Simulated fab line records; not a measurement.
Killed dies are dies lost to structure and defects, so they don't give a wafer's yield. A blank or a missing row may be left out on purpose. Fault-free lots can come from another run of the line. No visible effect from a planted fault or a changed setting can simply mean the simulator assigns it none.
fab line records | flow sky130
record lots=12 | wafers=34 | last_day=50
route steps=708 shown SONOS_ONO@185 GATE_OXIDE@189 POLY_GATE@228 LDD_P@259 PAD_OPEN@708
lots that met no fault: taken from a fault-free run of the same line
start_h: the number of hours between the record's first day and the start of the first shown wafer of the lot | wait_h: time in hours since the lot's previous step | " identical to the entry in the row above | L1.1+2: one row covering several wafers at once | - no value present, or no start provided | * or withheld: withheld | < > ~ a bound
route shown NAME@n: names a module that has steps shown in the file, with the first one's number in the route | usual: average and standard deviation across the fault-free wafers | same: alike in all rows | chamber/n: place in a boat | sites: each site's reading | _std_site: standard deviation across them | _edge_site: mean of outer sites minus mean of inner sites | radius_mm: for every site, how far away it sits from the centre of the wafer | mask NAME#n: copy n | behind: the most recent tool/chamber to have shaped the wafer | hold: why the lot went on hold/how many hours it stayed there/how the hold came to an end | device: the transistor (n, p or np) that didn't switch | end of line: the tests these same wafers got at the end of their route | where a step has no rows: the recipe by itself | killed: dies lost to structure and defects at the first sort, not the wafer's yield | map: per-die view of a wafer (x killed, . not killed, _ where there is no die)
set.NAME: the run value of the setting; set.NAME@STEP: its run value at that earlier step | model.NAME: the simulator's own value behind a step, which no gauge read
a sample of lots followed through the steps of the route, with each step as a table and each wafer as a row
services: from which hour (start_h, from the record's first day; less than 0 if before it) a tool's chamber was out of use, for how many hours, and why
## steps
# step SKY_SONOS_ONO_STRIP_17
# recipe chemistry=O2/N2 | power_w=1400 | pressure_mtorr=1500 | platen_temp_c=withheld | o2_flow_sccm=3000 | n2_flow_sccm=300 | overash_fraction=0.5
# usual drypump_motor_current_A=5.71/0.3 | oes_product_au=0.710/0.0043 | strip_time_to_endpoint_s=14.10/0.045
lot.wafer | tool            | chamber | start_h | wait_h | drypump_motor_current_A | oes_product_au | rf_hours_counter_h | strip_time_to_endpoint_s
L928.2    | plasma_asher-03 | 0       | 285.23  | 0.0    | 5.50                    | 0.705          | 46                 | 14.02
L928.4    | "               | 0       | "       | "      | 5.49                    | 0.706          | -                  | 14.04
L928.5    | "               | 0       | "       | "      | 5.51                    | 0.706          | -                  | 14.02
L931.1    | plasma_asher-03 | 1       | 303.48  | 0.0    | 5.54                    | 0.712          | 48                 | 14.17
L931.4    | "               | 1       | "       | "      | 5.55                    | 0.713          | -                  | 14.13
L931.6    | "               | 1       | "       | "      | 5.54                    | 0.706          | -                  | 14.11
L932.2    | plasma_asher-03 | 0       | 314.55  | 0.0    | 5.49                    | 0.713          | 49                 | 14.07
L932.3    | "               | 0       | "       | "      | 5.48                    | 0.706          | -                  | 14.03
L932.4    | "               | 1       | "       | "      | 5.55                    | 0.711          | -                  | 14.03
L933.1    | plasma_asher-01 | 0       | 323.88  | 0.0    | 5.93                    | 0.702          | 65                 | 14.09
L933.3    | "               | 0       | "       | "      | 5.93                    | 0.712          | -                  | 14.13
L933.5    | "               | 1       | "       | "      | 5.68                    | 0.720          | -                  | 14.13
L935.1    | plasma_asher-03 | 0       | 348.41  | 0.0    | 5.51                    | 0.707          | 53                 | 14.13
L935.4    | "               | 0       | "       | "      | 5.49                    | 0.714          | -                  | 14.12
L935.6    | "               | 1       | "       | "      | 5.54                    | 0.713          | -                  | 14.11
L936.1    | plasma_asher-03 | 1       | 354.92  | 0.0    | 5.54                    | 0.715          | 53                 | 14.06
L936.2    | "               | 0       | "       | "      | 5.49                    | 0.711          | 53                 | 14.12
L936.5    | "               | 1       | "       | "      | 5.55                    | 0.706          | -                  | 14.06
L940.4    | plasma_asher-04 | 1       | 385.44  | 0.0    | 6.42                    | 0.709          | -                  | 14.09
L940.6    | "               | 0       | "       | "      | 5.92                    | 0.718          | -                  | 14.13
L943.1    | plasma_asher-03 | 0       | 410.21  | 0.0    | 5.47                    | 0.716          | 59                 | 14.07
L943.2    | "               | 1       | "       | "      | 5.57                    | 0.717          | 59                 | 14.09
L943.3    | "               | 0       | "       | "      | 5.49                    | 0.712          | -                  | 14.02
L945.3    | plasma_asher-03 | 0       | 423.75  | 0.0    | 5.50                    | 0.703          | -                  | 14.12
L945.6    | "               | 0       | "       | "      | 5.48                    | 0.717          | -                  | 14.10
L949.1    | plasma_asher-03 | 1       | 455.77  | 0.0    | 5.56                    | 0.716          | 63                 | 14.14
L949.4    | "               | 1       | "       | "      | 5.53                    | 0.716          | -                  | 14.08
L949.6    | "               | 1       | "       | "      | 5.56                    | 0.709          | -                  | 14.06
L950.2    | plasma_asher-03 | 1       | 462.79  | 0.0    | 5.56                    | 0.712          | 64                 | 14.08
L950.4    | "               | 1       | "       | "      | 5.55                    | 0.705          | -                  | 14.03
L950.5    | "               | 0       | "       | "      | 5.50                    | 0.715          | -                  | 14.05
L951.1    | plasma_asher-03 | 1       | 467.63  | 0.0    | 5.55                    | 0.707          | 64                 | 14.06
L951.3    | "               | 1       | "       | "      | 5.54                    | 0.711          | -                  | 14.06
L951.6    | "               | 0       | "       | "      | 5.50                    | 0.713          | -                  | 14.06
# step SKY_GATE_OXIDE_THK_MEAS_02
# recipe reads=SiO2_of_GATE_OXIDE_OXIDATION_01
# usual GATE_OXIDE_OXIDATION_00_THK=10.34/0.22
lot.wafer | tool          | chamber | start_h | wait_h | GATE_OXIDE_OXIDATION_00_THK[nm]
L928.2    | film_metro-02 | -       | 286.85  | 0.0    | 10.48
L928.4    | "             | -       | "       | "      | 10.45
L928.5    | "             | -       | "       | "      | 10.44
L931.1    | film_metro-04 | -       | 305.10  | 0.0    | 10.68
L931.4    | "             | -       | "       | "      | 10.63
L931.6    | "             | -       | "       | "      | 10.59
L932.2    | film_metro-04 | -       | 318.55  | 0.0    | 10.48
L932.3    | "             | -       | "       | "      | 10.16
L932.4    | "             | -       | "       | "      | 10.36
L933.1    | film_metro-02 | -       | 328.85  | 0.0    | 10.46
L933.3    | "             | -       | "       | "      | 10.34
L933.5    | "             | -       | "       | "      | 10.50
L935.1    | film_metro-02 | -       | 350.03  | 0.0    | 10.17
L935.4    | "             | -       | "       | "      | 10.23
L935.6    | "             | -       | "       | "      | 10.05
L936.1    | film_metro-04 | -       | 357.65  | 0.0    | 10.51
L936.2    | "             | -       | "       | "      | 10.40
L936.5    | "             | -       | "       | "      | 10.53
L940.4    | film_metro-04 | -       | 388.17  | 0.0    | 10.34
L940.6    | "             | -       | "       | "      | 10.35
L943.1    | film_metro-02 | -       | 414.57  | 0.0    | 10.54
L943.2    | "             | -       | "       | "      | 10.38
L943.3    | "             | -       | "       | "      | 10.47
L945.3    | film_metro-02 | -       | 425.60  | 0.0    | 10.28
L945.6    | "             | -       | "       | "      | 10.09
L949.1    | film_metro-02 | -       | 457.38  | 0.0    | 10.37
L949.4    | "             | -       | "       | "      | 10.40
L949.6    | "             | -       | "       | "      | 10.36
L950.2    | film_metro-01 | -       | 464.41  | 0.0    | 10.12
L950.4    | "             | -       | "       | "      | 10.13
L950.5    | "             | -       | "       | "      | 10.12
L951.1    | film_metro-04 | -       | 470.29  | 0.0    | 10.10
L951.3    | "             | -       | "       | "      | 10.07
L951.6    | "             | -       | "       | "      | 9.99
# step SKY_POLY_GATE_OVL_MEAS_14
# usual POLY_GATE_OVL=-5/5.2
lot.wafer | tool       | chamber | start_h | wait_h | POLY_GATE_OVL[nm]
L928.2    | overlay-01 | -       | 375.29  | 0.1    | 4
L928.4    | "          | -       | "       | "      | 0
L928.5    | "          | -       | "       | "      | -5
L931.1    | overlay-01 | -       | 394.88  | 0.1    | -15
L931.4    | "          | -       | "       | "      | -15
L931.6    | "          | -       | "       | "      | -18
L932.2    | overlay-02 | -       | 410.54  | 0.1    | -7
L932.3    | "          | -       | "       | "      | -2
L932.4    | "          | -       | "       | "      | -11
L933.1    | overlay-02 | -       | 420.98  | 0.1    | -1
L933.3    | "          | -       | "       | "      | 2
L933.5    | "          | -       | "       | "      | 1
L935.1    | overlay-02 | -       | 443.73  | 0.1    | -9
L935.4    | "          | -       | "       | "      | -9
L935.6    | "          | -       | "       | "      | -10
L936.1    | overlay-02 | -       | 453.58  | 0.1    | -4
L936.2    | "          | -       | "       | "      | -8
L936.5    | "          | -       | "       | "      | -7
L940.4    | overlay-02 | -       | 484.20  | 0.1    | -3
L940.6    | "          | -       | "       | "      | -10
L943.1    | overlay-02 | -       | 510.17  | 0.1    | -8
L943.2    | "          | -       | "       | "      | -9
L943.3    | "          | -       | "       | "      | -7
L945.3    | overlay-01 | -       | 522.94  | 0.1    | -6
L945.6    | "          | -       | "       | "      | 0
L949.1    | overlay-01 | -       | 552.63  | 0.1    | -4
L949.4    | "          | -       | "       | "      | -3
L949.6    | "          | -       | "       | "      | -5
L950.2    | overlay-01 | -       | 559.88  | 0.1    | -4
L950.4    | "          | -       | "       | "      | -2
L950.5    | "          | -       | "       | "      | -2
L951.1    | overlay-01 | -       | 566.68  | 0.1    | 3
L951.3    | "          | -       | "       | "      | -7
L951.6    | "          | -       | "       | "      | -2
# step SKY_LDD_P_EXPOSE_04
# recipe mask_id=PSDM | na=0.6 | source_shape=conventional | sigma_outer=0.6 | polarization=unpolarized | target_cd_nm=380 | dose_mj=138
# usual focus_offset_nm=0.1/0.49
# same na=0.6
lot.wafer | tool             | chamber | start_h | wait_h | mask   | focus_offset_nm
L928.2    | iline_stepper-01 | 0       | 423.08  | -      | PSDM#0 | 1.1
L928.4    | "                | 0       | "       | "      | PSDM#0 | 0.1
L928.5    | "                | 0       | "       | "      | PSDM#0 | 1.1
L931.1    | iline_stepper-01 | 0       | 443.51  | -      | PSDM#0 | 0.1
L931.4    | "                | 0       | "       | "      | PSDM#0 | -0.4
L931.6    | "                | 0       | "       | "      | PSDM#0 | -0.5
L932.2    | iline_stepper-02 | 0       | 461.30  | -      | PSDM#0 | 0.5
L932.3    | "                | 0       | "       | "      | PSDM#0 | 0.4
L932.4    | "                | 0       | "       | "      | PSDM#0 | 0.3
L933.1    | iline_stepper-01 | 0       | 472.24  | -      | PSDM#0 | 0.3
L933.3    | "                | 0       | "       | "      | PSDM#0 | -0.3
L933.5    | "                | 0       | "       | "      | PSDM#0 | 0.8
L935.1    | iline_stepper-02 | 0       | 492.26  | -      | PSDM#0 | -0.5
L935.4    | "                | 0       | "       | "      | PSDM#0 | 0.8
L935.6    | "                | 0       | "       | "      | PSDM#0 | 1.3
L936.1    | iline_stepper-01 | 0       | 502.49  | -      | PSDM#0 | -0.4
L936.2    | "                | 0       | "       | "      | PSDM#0 | -0.4
L936.5    | "                | 0       | "       | "      | PSDM#0 | 0.4
L940.4    | iline_stepper-02 | 0       | 533.64  | -      | PSDM#0 | 0.8
L940.6    | "                | 0       | "       | "      | PSDM#0 | 0.0
L943.1    | iline_stepper-01 | 0       | 558.16  | -      | NTM#0  | 0.8
L943.2    | "                | 0       | "       | "      | NTM#0  | 0.3
L943.3    | "                | 0       | "       | "      | NTM#0  | 0.2
L945.3    | iline_stepper-01 | 0       | 571.27  | -      | PSDM#0 | 1.5
L945.6    | "                | 0       | "       | "      | PSDM#0 | -0.7
L949.1    | iline_stepper-01 | 0       | 599.71  | -      | PSDM#0 | 0.4
L949.4    | "                | 0       | "       | "      | PSDM#0 | -0.1
L949.6    | "                | 0       | "       | "      | PSDM#0 | 0.3
L950.2    | iline_stepper-02 | 0       | 605.85  | -      | PSDM#0 | 0.7
L950.4    | "                | 0       | "       | "      | PSDM#0 | -0.1
L950.5    | "                | 0       | "       | "      | PSDM#0 | -0.1
L951.1    | iline_stepper-01 | 0       | 612.68  | -      | PSDM#0 | -0.9
L951.3    | "                | 0       | "       | "      | PSDM#0 | 0.4
L951.6    | "                | 0       | "       | "      | PSDM#0 | -0.2
# step SKY_LDD_P_CD_MEAS_07
# recipe target_cd_nm=380
# usual cd_nm=380.8/2.5
lot.wafer | tool      | chamber | start_h | wait_h | cd_nm
L928.2    | cd_sem-01 | -       | 438.53  | 0.1    | 382.5
L928.4    | "         | -       | "       | "      | 384.7
L928.5    | "         | -       | "       | "      | 386.4
L931.1    | cd_sem-01 | -       | 458.76  | 0.1    | 379.1
L931.4    | "         | -       | "       | "      | 381.9
L931.6    | "         | -       | "       | "      | 380.7
L932.2    | cd_sem-01 | -       | 475.57  | 0.1    | 378.3
L932.3    | "         | -       | "       | "      | 374.9
L932.4    | "         | -       | "       | "      | 377.6
L933.1    | cd_sem-02 | -       | 486.76  | 0.1    | 382.3
L933.3    | "         | -       | "       | "      | 382.4
L933.5    | "         | -       | "       | "      | 378.9
L935.1    | cd_sem-02 | -       | 507.46  | 0.1    | 381.4
L935.4    | "         | -       | "       | "      | 382.4
L935.6    | "         | -       | "       | "      | 381.9
L936.1    | cd_sem-01 | -       | 517.44  | 0.1    | 381.8
L936.2    | "         | -       | "       | "      | 383.0
L936.5    | "         | -       | "       | "      | 382.4
L940.4    | cd_sem-02 | -       | 548.12  | 0.1    | 376.5
L940.6    | "         | -       | "       | "      | 376.5
L943.1    | cd_sem-02 | -       | 572.36  | 0.1    | -
L943.2    | "         | -       | "       | "      | -
L943.3    | "         | -       | "       | "      | -
L945.3    | cd_sem-01 | -       | 585.84  | 0.1    | 381.0
L945.6    | "         | -       | "       | "      | 382.3
L949.1    | cd_sem-01 | -       | 613.21  | 0.1    | 380.7
L949.4    | "         | -       | "       | "      | 380.9
L949.6    | "         | -       | "       | "      | 379.5
L950.2    | cd_sem-02 | -       | 620.32  | 0.1    | 380.9
L950.4    | "         | -       | "       | "      | 381.5
L950.5    | "         | -       | "       | "      | 380.6
L951.1    | cd_sem-01 | -       | 627.24  | 0.1    | 382.1
L951.3    | "         | -       | "       | "      | 381.1
L951.6    | "         | -       | "       | "      | 382.0
# step SKY_LDD_P_TW_MEAS_11
# usual LDD_P_TW=633/4.5
lot.wafer | tool          | chamber | start_h | wait_h | hold                     | LDD_P_TW
L928.2    | film_metro-04 | -       | 438.92  | 0.1    | -                        | 635
L928.4    | "             | -       | "       | "      | -                        | 638
L928.5    | "             | -       | "       | "      | -                        | 633
L931.1    | film_metro-02 | -       | 459.17  | 0.1    | -                        | 627
L931.4    | "             | -       | "       | "      | -                        | 631
L931.6    | "             | -       | "       | "      | -                        | 629
L932.2    | film_metro-01 | -       | 475.97  | 0.1    | -                        | 634
L932.3    | "             | -       | "       | "      | -                        | 640
L932.4    | "             | -       | "       | "      | -                        | 635
L933.1    | film_metro-04 | -       | 487.17  | 0.1    | -                        | 630
L933.3    | "             | -       | "       | "      | -                        | 627
L933.5    | "             | -       | "       | "      | -                        | 626
L935.1    | film_metro-01 | -       | 507.87  | 0.1    | -                        | 642
L935.4    | "             | -       | "       | "      | -                        | 634
L935.6    | "             | -       | "       | "      | -                        | 639
L936.1    | film_metro-04 | -       | 517.84  | 0.1    | -                        | 633
L936.2    | "             | -       | "       | "      | -                        | 635
L936.5    | "             | -       | "       | "      | -                        | 629
L940.4    | film_metro-02 | -       | 548.50  | 0.1    | -                        | 629
L940.6    | "             | -       | "       | "      | -                        | 633
L943.1    | film_metro-02 | -       | 572.77  | 0.1    | await_dispo/0.2h/release | 30
L943.2    | "             | -       | "       | "      | await_dispo/0.2h/release | 30
L943.3    | "             | -       | "       | "      | await_dispo/0.2h/release | 30
L943.1    | film_metro-02 | -       | 573.09  | 0.3    | -                        | 30
L943.2    | "             | -       | "       | "      | -                        | 30
L943.3    | "             | -       | "       | "      | -                        | 30
L945.3    | film_metro-04 | -       | 586.23  | 0.1    | -                        | 628
L945.6    | "             | -       | "       | "      | -                        | 626
L949.1    | film_metro-01 | -       | 613.62  | 0.1    | -                        | 643
L949.4    | "             | -       | "       | "      | -                        | 640
L949.6    | "             | -       | "       | "      | -                        | 645
L950.2    | film_metro-02 | -       | 620.72  | 0.1    | -                        | 636
L950.4    | "             | -       | "       | "      | -                        | 634
L950.5    | "             | -       | "       | "      | -                        | 636
L951.1    | film_metro-02 | -       | 627.64  | 0.1    | -                        | 636
L951.3    | "             | -       | "       | "      | -                        | 636
L951.6    | "             | -       | "       | "      | -                        | 632
# step SKY_PAD_OPEN_PROBE_99
# usual defect_limited_yield=82.6/1.8 | killed_at_M0_to_M3=43/6.3 | killed_at_M4_up=3.0/1.6 | killed_at_contacts=25/5 | killed_at_front_end=15/4.4 | killed_at_other=0.3/0.8 | killed_dies=85/8.7 | killed_open=47/6.9 | killed_short=38/6.3
# same gross_dies=492 | killed_at_back_side=0
lot.wafer | tool      | chamber | start_h | wait_h | defect_limited_yield[%] | killed_at_M0_to_M3 | killed_at_M4_up | killed_at_contacts | killed_at_front_end | killed_at_other | killed_dies | killed_open | killed_short
L931.1    | prober-02 | -       | 1093.67 | 0.1    | 81.3                    | 51                 | 4               | 21                 | 15                  | 1               | 92          | 52          | 40
L931.4    | prober-02 | -       | 1093.82 | 0.2    | 82.5                    | 44                 | 1               | 27                 | 14                  | 0               | 86          | 50          | 36
L931.6    | prober-02 | -       | 1093.92 | 0.2    | 85.4                    | 28                 | 1               | 24                 | 19                  | 0               | 72          | 45          | 27
L932.2    | prober-01 | -       | 1101.13 | 0.1    | 80.1                    | 52                 | 5               | 24                 | 16                  | 1               | 98          | 51          | 47
L932.3    | prober-01 | -       | 1101.18 | 0.2    | 80.3                    | 51                 | 5               | 17                 | 24                  | 0               | 97          | 46          | 51
L932.4    | prober-01 | -       | 1101.23 | 0.2    | 82.7                    | 35                 | 3               | 27                 | 20                  | 0               | 85          | 42          | 43
L936.1    | prober-02 | -       | 1135.88 | 0.1    | 82.1                    | 43                 | 1               | 26                 | 18                  | 0               | 88          | 43          | 45
L936.2    | prober-02 | -       | 1135.93 | 0.1    | 80.5                    | 56                 | 1               | 22                 | 16                  | 1               | 96          | 45          | 51
L936.5    | prober-02 | -       | 1136.08 | 0.2    | 82.7                    | 43                 | 5               | 21                 | 16                  | 0               | 85          | 50          | 35
# killed by level:class
L931.1 VIA1:geometric_particle:open=18 CONTACT:geometric_particle:open=8 FIELD_ISO:geometric_particle:open=7 CONTACT:geometric_particle:short=6 METAL1:geometric_particle:short=6 LI_CONTACT:geometric_particle:open=5 METAL2:geometric_particle:short=5 VIA2:geometric_particle:open=5
L931.4 LI_CONTACT:geometric_particle:open=10 VIA2:geometric_particle:open=9 CONTACT:geometric_particle:open=7 METAL2:geometric_particle:short=7 VIA3:geometric_particle:open=6 VIA1:geometric_particle:open=6 FIELD_ISO:geometric_particle:short=5 LI_CONTACT:geometric_particle:short=5
L931.6 CONTACT:geometric_particle:open=7 VIA1:geometric_particle:open=7 LI_CONTACT:geometric_particle:open=6 VIA3:geometric_particle:open=6 FIELD_ISO:geometric_particle:open=5 FIELD_ISO:geometric_particle:short=5 POLY_GATE:geometric_particle:open=4 METAL2:geometric_particle:short=4
L932.2 CONTACT:geometric_particle:open=11 METAL2:geometric_particle:short=10 VIA3:geometric_particle:open=9 FIELD_ISO:geometric_particle:open=8 VIA1:geometric_particle:open=8 VIA1:geometric_particle:short=7 METAL1:geometric_particle:short=5 VIA2:geometric_particle:short=5
L932.3 VIA1:geometric_particle:open=9 VIA3:geometric_particle:open=9 LOCAL_INTERCONNECT:geometric_particle:short=7 FIELD_ISO:geometric_particle:short=6 VIA1:geometric_particle:short=6 METAL2:geometric_particle:short=6 POLY_GATE:geometric_particle:open=5 METAL1:geometric_particle:short=5
L932.4 VIA1:geometric_particle:open=9 LI_CONTACT:geometric_particle:open=7 METAL2:geometric_particle:short=7 FIELD_ISO:geometric_particle:short=6 CONTACT:geometric_particle:open=6 LOCAL_INTERCONNECT:geometric_particle:short=5 VIA3:geometric_particle:open=5 POLY_CUT:geometric_particle:open=4
L936.1 CONTACT:geometric_particle:open=12 VIA1:geometric_particle:open=10 VIA3:geometric_particle:open=7 METAL2:geometric_particle:short=7 FIELD_ISO:geometric_particle:open=5 LOCAL_INTERCONNECT:geometric_particle:short=5 METAL1:geometric_particle:short=5 FIELD_ISO:geometric_particle:short=4
L936.2 VIA1:geometric_particle:open=12 VIA1:geometric_particle:short=9 CONTACT:geometric_particle:short=8 METAL1:geometric_particle:short=8 POLY_GATE:geometric_particle:short=7 VIA3:geometric_particle:open=7 CONTACT:geometric_particle:open=7 METAL3:geometric_particle:short=6
L936.5 VIA3:geometric_particle:open=8 VIA1:geometric_particle:open=7 POLY_GATE:geometric_particle:open=6 CONTACT:geometric_particle:open=6 VIA1:geometric_particle:short=5 LI_CONTACT:geometric_particle:open=5 VIA2:geometric_particle:open=5 FIELD_ISO:geometric_particle:open=4
## services
tool             | chamber | start_h | hours | kind
iline_stepper-01 | -       | 262.27  | 2.1   | pm
iline_stepper-01 | -       | 264.35  | -     | consumable_replace:lamp
iline_stepper-02 | -       | 268.97  | 1.7   | pm
plasma_asher-03  | -       | 274.88  | 6.3   | repair
iline_stepper-01 | -       | 387.81  | 1.7   | pm
iline_stepper-02 | -       | 487.15  | 1.7   | pm
plasma_asher-04  | -       | 491.66  | 2.3   | repair
iline_stepper-02 | -       | 498.77  | 2.1   | pm
iline_stepper-02 | -       | 500.85  | -     | consumable_replace:lamp
plasma_asher-04  | -       | 502.20  | 2.8   | pm
plasma_asher-04  | -       | 576.71  | 5.3   | repair
plasma_asher-04  | -       | 581.60  | 2.7   | repair
plasma_asher-04  | -       | 584.80  | 10.9  | repair
iline_stepper-01 | -       | 605.99  | 1.7   | pm
## key
first_sign step=SKY_LDD_P_EXPOSE_04 | reading=mask | direction=changed
effect step=SKY_LDD_P_CD_MEAS_07 | reading=cd_nm | direction=missing
effect step=SKY_LDD_P_TW_MEAS_11 | reading=visit | direction=added
effect step=SKY_LDD_P_TW_MEAS_11 | reading=LDD_P_TW | direction=down | sigmas=99+ | usual=633 | struck=30
met_at SKY_LDD_P_EXPOSE_04
struck_lots L943
scrapped_behind SKY_LDD_P_TW_MEAS_11 L943.1,L943.2,L943.3
not_acting_at SKY_SONOS_ONO_STRIP_17,SKY_GATE_OXIDE_THK_MEAS_02,SKY_POLY_GATE_OVL_MEAS_14
onset_between 502.49 558.16
fault kind=wrong_mask | tool=any | chamber=- | onset_h=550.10 | steps=SKY_LDD_P_EXPOSE_04 | aux_copy=NTM#0 | scope=struck_lots_only
